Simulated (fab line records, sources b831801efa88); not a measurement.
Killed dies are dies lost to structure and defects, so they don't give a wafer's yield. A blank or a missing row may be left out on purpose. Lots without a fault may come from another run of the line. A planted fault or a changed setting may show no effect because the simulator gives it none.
Which tool did it? | flow gf180mcu | 14 lots, 42 wafers sampled, at 6 steps of a route of 602

WHAT THE GAUGES READ, wafer by wafer
GF_HV_LDD_TW_MEAS_38.
lot  | measured     | on            | HV_LDD_3_TW
L538 | day 11 19:16 | film_metro-04 | 1445 1440 1438
L539 | day 12 04:38 | film_metro-03 | 1454 1454 1446
L540 | day 12 07:29 | film_metro-01 | 1444 1442 1442
L541 | day 12 22:46 | film_metro-04 | 1432 1439 1438
L543 | day 13 04:44 | film_metro-04 | 1425 1432 1425
L545 | day 13 23:52 | film_metro-04 | 1423 1426 1423
L547 | day 14 12:05 | film_metro-03 | 1312 1311 1311
L548 | day 14 19:52 | film_metro-04 | 1315 1324 1319
L556 | day 17 13:59 | film_metro-04 | 1441 1438 1441
L557 | day 17 21:37 | film_metro-01 | 1438 1436 1437
L558 | day 17 23:14 | film_metro-04 | 1439 1447 1442
L559 | day 18 07:37 | film_metro-03 | 1448 1443 1437
L560 | day 18 16:36 | film_metro-01 | 1444 1439 1452
L561 | day 19 00:58 | film_metro-04 | 1427 1431 1429

GF_HV_LDD_RS_MEAS_53: measures by four-point-probe.
lot  | measured     | on            | HV_LDD_RS (ohm/sq)
L538 | day 12 15:25 | film_metro-03 | 420.4 420.1 420.4
L539 | day 13 01:27 | film_metro-04 | 419.4 419.0 419.8
L540 | day 13 03:19 | film_metro-04 | 419.5 419.2 418.8
L541 | day 13 18:34 | film_metro-01 | 419.4 420.1 421.2
L543 | day 14 01:38 | film_metro-04 | 417.5 417.8 417.8
L545 | day 14 20:38 | film_metro-03 | 419.8 420.1 419.8
L547 | day 15 09:42 | film_metro-01 | 441.8 440.3 440.9
L548 | day 15 17:29 | film_metro-01 | 439.4 438.9 439.6
L556 | day 18 12:59 | film_metro-03 | 418.9 419.2 418.8
L557 | day 18 21:45 | film_metro-04 | 417.7 418.7 419.4
L558 | day 18 23:57 | film_metro-04 | 418.1 418.1 418.1
L559 | day 19 08:16 | film_metro-01 | 416.8 417.8 416.8
L560 | day 19 17:49 | film_metro-04 | 418.6 418.1 418.8
L561 | day 20 01:22 | film_metro-04 | 418.7 419.3 418.4

GF_PSD_CD_MEAS_07: target cd 400 nm.
lot  | measured     | on        | cd_nm (nm)
L538 | day 14 10:34 | cd_sem-01 | 402.1 401.2 400.8
L539 | day 14 21:05 | cd_sem-01 | 400.2 398.0 399.0
L540 | day 15 00:14 | cd_sem-01 | 396.5 397.9 397.7
L541 | day 15 16:49 | cd_sem-01 | 401.6 398.3 399.2
L543 | day 15 23:31 | cd_sem-02 | 397.4 398.0 401.2
L545 | day 16 19:26 | cd_sem-01 | 402.2 400.6 401.3
L556 | day 20 15:49 | cd_sem-02 | 403.1 401.5 402.3
L557 | day 21 00:23 | cd_sem-02 | 399.7 399.0 399.8
L558 | day 21 03:26 | cd_sem-01 | 400.0 398.8 402.3
L559 | day 21 11:17 | cd_sem-02 | 397.1 399.9 400.0
L560 | day 21 20:30 | cd_sem-01 | 400.6 398.9 401.4
L561 | day 22 06:17 | cd_sem-01 | 401.2 399.7 400.5

GF_SAB_THK_MEAS_01.
lot  | measured     | on            | SAB_CVD_00_THK (nm)
L538 | day 14 11:25 | film_metro-01 | 47.9 49.5 49.7
L539 | day 14 21:56 | film_metro-03 | 49.5 49.9 50.8
L540 | day 15 01:05 | film_metro-02 | 49.6 49.5 49.9
L541 | day 15 17:39 | film_metro-03 | 49.4 49.5 48.9
L543 | day 16 00:22 | film_metro-01 | 48.9 50.7 49.4
L545 | day 16 20:17 | film_metro-01 | 50.2 49.2 50.5
L556 | day 20 16:50 | film_metro-02 | 49.7 49.4 48.8
L557 | day 21 01:17 | film_metro-03 | 49.0 49.4 48.4
L558 | day 21 04:17 | film_metro-01 | 48.6 49.4 49.9
L559 | day 21 12:07 | film_metro-03 | 49.8 50.3 49.1
L560 | day 21 21:21 | film_metro-02 | 48.4 49.8 50.1
L561 | day 22 07:08 | film_metro-02 | 48.9 50.5 50.2

GF_SAB_CD_MEAS_09: target cd 420 nm.
lot  | measured     | on        | cd_nm (nm)
L538 | day 15 08:30 | cd_sem-01 | 424.0 422.8 422.7
L539 | day 15 18:47 | cd_sem-01 | 420.9 422.4 422.2
L540 | day 15 22:35 | cd_sem-02 | 419.3 418.5 420.0
L541 | day 16 15:40 | cd_sem-01 | 421.3 421.3 420.6
L543 | day 16 22:30 | cd_sem-01 | 415.7 416.7 418.2
L545 | day 17 18:42 | cd_sem-01 | 419.5 421.2 420.0
L556 | day 21 16:29 | cd_sem-01 | 420.1 418.7 418.4
L557 | day 22 01:15 | cd_sem-02 | 419.4 420.8 420.4
L558 | day 22 03:50 | cd_sem-01 | 422.4 422.6 419.9
L559 | day 22 10:58 | cd_sem-01 | 419.7 420.9 422.4
L560 | day 22 20:13 | cd_sem-02 | 415.7 418.9 417.4
L561 | day 23 05:37 | cd_sem-02 | 419.8 418.4 419.5

WHICH TOOL RAN EACH LOT (tool, then ch and the chambers of the sampled wafers, then the start)
lot  | GF_HV_LDD_IMPLANT_36
L538 | implanter-03 ch 0, day 11 19:01
L539 | implanter-03 ch 0, day 12 04:23
L540 | implanter-03 ch 0, day 12 07:14
L541 | implanter-03 ch 0, day 12 22:34
L543 | implanter-02 ch 0, day 13 04:31
L545 | implanter-02 ch 0, day 13 23:37
L547 | implanter-02, day 14 11:50
L548 | implanter-03, day 14 19:37
L556 | implanter-03 ch 0, day 17 13:47
L557 | implanter-03 ch 0, day 17 21:22
L558 | implanter-02 ch 0, day 17 22:59
L559 | implanter-03 ch 0, day 18 07:25
L560 | implanter-04 ch 0, day 18 16:22
L561 | implanter-03 ch 0, day 19 00:43
- GF_HV_LDD_IMPLANT_36

WHAT THE TOOLS THEMSELVES READ (means of the sampled wafers that have a number; where no wafer has one, the mark that the record gives instead)
GF_HV_LDD_IMPLANT_36.
lot  | tool         | beam_energy_keV | beam_on_s (s)
L538 | implanter-03 | 60.009          | 10.04
L539 | implanter-03 | 59.979          | 10.22
L540 | implanter-03 | 59.986          | 9.83
L541 | implanter-03 | 59.984          | 9.93
L543 | implanter-02 | 60.030          | 10.05
L545 | implanter-02 | 59.983          | 10.12
L547 | implanter-02 | -               | -
L548 | implanter-03 | -               | -
L556 | implanter-03 | 60.027          | 9.76
L557 | implanter-03 | 60.005          | 10.15
L558 | implanter-02 | 59.973          | 9.89
L559 | implanter-03 | 59.995          | 10.03
L560 | implanter-04 | 60.001          | 10.22
L561 | implanter-03 | 60.007          | 9.84

THE ANSWER, worked out from the rows above alone
Rule: what is usual is taken from the lots themselves. Put in order of their means at a reading, lots are off if they are a third of the lots or fewer, leave a main group of 4 or more, and stand apart from it by a gap of 3 or more times the standard deviation of the main group's means; of several such gaps the widest counts. A main group whose means are all the same, to the digits that the tables above print for the reading, isn't used. A lot without any number at a reading at which 4 lots or more have one is off too. The other lots that the step has rows for count as sound. The gauges are gone through in route order, then the tools' own readings, and for those a lot's mean is taken as printed above. The first step at which some lot is off is used, and at that step the reading that is off furthest; a lot without a number counts as furthest.
Off: L547, L548, at GF_HV_LDD_TW_MEAS_38 (HV_LDD_3_TW). The main group: mean 1438, standard deviation 7.6.
A tool fits if, at a process step before that reading, it ran every lot that is off, and no sound lot after the first of them. The gauges at GF_HV_LDD_TW_MEAS_38 aren't tried: what is off there is off at GF_HV_LDD_RS_MEAS_53 too, on other tools, and a gauge's error can't cause that. None of those tried fits.

WHAT THE SIMULATOR HAD PUT IN
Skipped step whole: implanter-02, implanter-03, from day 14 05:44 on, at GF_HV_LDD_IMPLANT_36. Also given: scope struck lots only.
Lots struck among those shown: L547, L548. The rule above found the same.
